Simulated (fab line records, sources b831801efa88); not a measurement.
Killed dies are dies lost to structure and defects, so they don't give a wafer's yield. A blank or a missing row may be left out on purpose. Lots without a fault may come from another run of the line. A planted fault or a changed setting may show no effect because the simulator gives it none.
Which tool did it? | flow gf180mcu | 12 lots, 36 wafers sampled, at 5 steps of a route of 602

WHAT THE GAUGES READ, wafer by wafer
GF_V3_THK_MEAS_25: measures by xrf. Usual: V3_W_THK 344 nm, standard deviation 4.8.
lot  | measured     | on            | V3_W_THK (nm) | flag
L397 | day 22 10:25 | film_metro-01 | 351 351 352   |
L399 | day 23 05:56 | film_metro-01 | 344 342 344   |
L400 | day 23 22:34 | film_metro-03 | 347 344 346   |
L402 | day 23 23:41 | film_metro-01 | 338 337 334   |
L403 | day 24 15:09 | film_metro-01 | 343 338 336   |
L405 | day 25 08:54 | film_metro-01 | 342 341 340   |
L406 | day 25 16:05 | film_metro-03 | 346 349 341   |
L408 | day 26 10:45 | film_metro-03 | 351 351 348   |
L415 | day 28 08:27 | film_metro-04 | 345 342 346   |
L416 | day 28 13:49 | film_metro-01 | 339 342 349   |
L417 | day 28 22:14 | film_metro-04 | 340 335 339   |
L420 | day 29 21:17 | film_metro-04 | 340 348 339   |

GF_PASSIVATION_BOW_MEAS_14. Usual: PASSIVATION_BOW 135 um, standard deviation 9.5.
lot  | measured     | on            | PASSIVATION_BOW (um) | flag
L397 | day 28 23:29 | film_metro-03 | 126 127 133          |
L399 | day 29 15:27 | film_metro-02 | 138 125 133          |
L400 | day 30 08:30 | film_metro-04 | 137 132 140          |
L402 | day 30 09:04 | film_metro-02 | 141 142 116          |
L403 | day 30 20:00 | film_metro-04 | 120 110 127          |
L405 | day 31 12:37 | film_metro-04 | 133 145 140          |
L406 | day 31 18:12 | film_metro-02 | 144 143 153          |
L408 | day 32 07:49 | film_metro-03 | 151 142 154          |
L415 | day 34 02:41 | film_metro-03 | 206 215 212          | OFF
L416 | day 34 03:08 | film_metro-02 | 202 219 219          | OFF
L417 | day 34 07:14 | film_metro-02 | 205 201 207          | OFF
L420 | day 35 03:37 | film_metro-02 | 122 132 134          |

WHICH TOOL RAN EACH LOT (tool, then ch and the chambers of the sampled wafers, then the start)
lot  | GF_M4_SPUTTER_00             | GF_V5_ETCH_17                                 | GF_PASSIVATION_ANNEAL_13
L397 | pvd_sputter-02, day 22 10:46 | rie_diel-03 ch 0,1,3, day 28 21:58 or earlier | furnace-01 ch 0, day 28 21:58
L399 | pvd_sputter-04, day 23 06:18 | rie_diel-04 ch 0,1,2, day 29 13:57 or earlier | furnace-01 ch 0, day 29 13:57
L400 | pvd_sputter-01, day 23 22:56 | rie_diel-01 ch 0,3, day 30 07:00 or earlier   | furnace-01 ch 0, day 30 07:00
L402 | pvd_sputter-01, day 24 00:02 | rie_diel-01 ch 1,2, day 30 07:31 or earlier   | furnace-02 ch 0, day 30 07:31
L403 | pvd_sputter-04, day 24 15:31 | rie_diel-03 ch 0,2, day 30 18:30 or earlier   | furnace-02 ch 0, day 30 18:30
L405 | pvd_sputter-04, day 25 09:15 | rie_diel-03 ch 0,1,2, day 31 11:06 or earlier | furnace-02 ch 0, day 31 11:06
L406 | pvd_sputter-04, day 25 16:25 | rie_diel-01 ch 0,2,3, day 31 16:40 or earlier | furnace-01 ch 0, day 31 16:40
L408 | pvd_sputter-01, day 26 11:05 | rie_diel-03 ch 0,1,2, day 32 06:16 or earlier | furnace-01 ch 0, day 32 06:16
L415 | pvd_sputter-02, day 28 08:48 | rie_diel-03 ch 0,1,3, day 34 01:10 or earlier | furnace-02, day 34 01:10
L416 | pvd_sputter-04, day 28 14:10 | rie_diel-03 ch 0,3, day 34 01:37 or earlier   | furnace-01, day 34 01:37
L417 | pvd_sputter-02, day 28 22:35 | rie_diel-01 ch 0,2,3, day 34 05:44 or earlier | furnace-02, day 34 05:44
L420 | pvd_sputter-01, day 29 21:38 | rie_diel-04 ch 0,1,3, day 35 02:05 or earlier | furnace-01 ch 0, day 35 02:05
- GF_M4_SPUTTER_00: material Ti, target thk 37.5 nm, time 150 s.
- GF_V5_ETCH_17: etches SiO2 in C4F8/O2/Ar, stops on TiN, target depth 855 nm.
- GF_PASSIVATION_ANNEAL_13: time 1800 s.

WHAT THE TOOLS THEMSELVES READ (means of the sampled wafers that have a number; where no wafer has one, the mark that the record gives instead)
GF_M4_SPUTTER_00. Usual: cathode_dc_power_W 4000.1 W, standard deviation 0.85; throttle_valve_pct 30.8 %, standard deviation 0.83.
lot  | tool           | cathode_dc_power_W (W) | throttle_valve_pct (%) | flag
L397 | pvd_sputter-02 | 4000.3                 | 31.1                   |
L399 | pvd_sputter-04 | 3999.9                 | 31.0                   |
L400 | pvd_sputter-01 | 4000.7                 | 30.9                   |
L402 | pvd_sputter-01 | 4000.7                 | 30.5                   |
L403 | pvd_sputter-04 | 4000.6                 | 30.1                   |
L405 | pvd_sputter-04 | 4000.4                 | 31.0                   |
L406 | pvd_sputter-04 | 4000.1                 | 31.1                   |
L408 | pvd_sputter-01 | 4000.7                 | 30.8                   |
L415 | pvd_sputter-02 | 4000.2                 | 31.8                   |
L416 | pvd_sputter-04 | 4000.6                 | 30.7                   |
L417 | pvd_sputter-02 | 3999.7                 | 31.4                   |
L420 | pvd_sputter-01 | 4000.2                 | 30.5                   |

GF_V5_ETCH_17. Usual: chamber_pressure_mTorr 40.00 mTorr, standard deviation 0.039; oes_product_au 0.860 a.u., standard deviation 0.0048.
lot  | tool        | chamber_pressure_mTorr (mTorr) | oes_product_au (a.u.) | flag
L397 | rie_diel-03 | 40.00                          | 0.855                 |
L399 | rie_diel-04 | 40.01                          | 0.859                 |
L400 | rie_diel-01 | 40.00                          | 0.856                 |
L402 | rie_diel-01 | 39.96                          | 0.860                 |
L403 | rie_diel-03 | 40.01                          | 0.856                 |
L405 | rie_diel-03 | 40.01                          | 0.863                 |
L406 | rie_diel-01 | 40.02                          | 0.864                 |
L408 | rie_diel-03 | 40.01                          | 0.858                 |
L415 | rie_diel-03 | 40.02                          | 0.858                 |
L416 | rie_diel-03 | 39.98                          | 0.856                 |
L417 | rie_diel-01 | 39.96                          | 0.859                 |
L420 | rie_diel-04 | 39.97                          | 0.864                 |

GF_PASSIVATION_ANNEAL_13. Usual: ramp_down_c_per_min 3.0001, standard deviation 0.00056; ramp_up_c_per_min 10.000, standard deviation 0.0019.
lot  | tool       | ramp_down_c_per_min | ramp_up_c_per_min | flag
L397 | furnace-01 | 2.9999              | 10.000            |
L399 | furnace-01 | 3.0001              | 9.999             |
L400 | furnace-01 | 3.0001              | 10.001            |
L402 | furnace-02 | 3.0004              | 9.998             |
L403 | furnace-02 | 2.9998              | 10.000            |
L405 | furnace-02 | 2.9998              | 10.002            |
L406 | furnace-01 | 3.0002              | 9.999             |
L408 | furnace-01 | 3.0002              | 10.000            |
L415 | furnace-02 | -                   | -                 | OFF
L416 | furnace-01 | -                   | -                 | OFF
L417 | furnace-02 | -                   | -                 | OFF
L420 | furnace-01 | 2.9998              | 10.001            |

THE ANSWER, worked out from the rows above alone
Rule: a lot is off if the mean of its wafers that have a number lies more than 3 standard deviations from the usual mean. A lot without any number at a reading at which 4 lots or more have one is off too. The other lots that the step has rows for count as sound. The gauges are gone through in route order, then the tools' own readings, and for those a lot's mean is taken as printed above. The first step at which some lot is off is used, and at that step the reading that is off furthest; a lot without a number counts as furthest.
Off: L415, L416, L417, at GF_PASSIVATION_BOW_MEAS_14 (PASSIVATION_BOW).
A tool fits if, at a process step before that reading, it ran every lot that is off, and no sound lot after the first of them. The gauges at GF_PASSIVATION_BOW_MEAS_14 aren't tried: what is off there is off at GF_PASSIVATION_ANNEAL_13 too, on other tools, and a gauge's error can't cause that. GF_V5_ETCH_17 gives no start for some lots, so the hours and the order of its lots are those of GF_PASSIVATION_ANNEAL_13. None of those tried fits.

WHAT THE SIMULATOR HAD PUT IN
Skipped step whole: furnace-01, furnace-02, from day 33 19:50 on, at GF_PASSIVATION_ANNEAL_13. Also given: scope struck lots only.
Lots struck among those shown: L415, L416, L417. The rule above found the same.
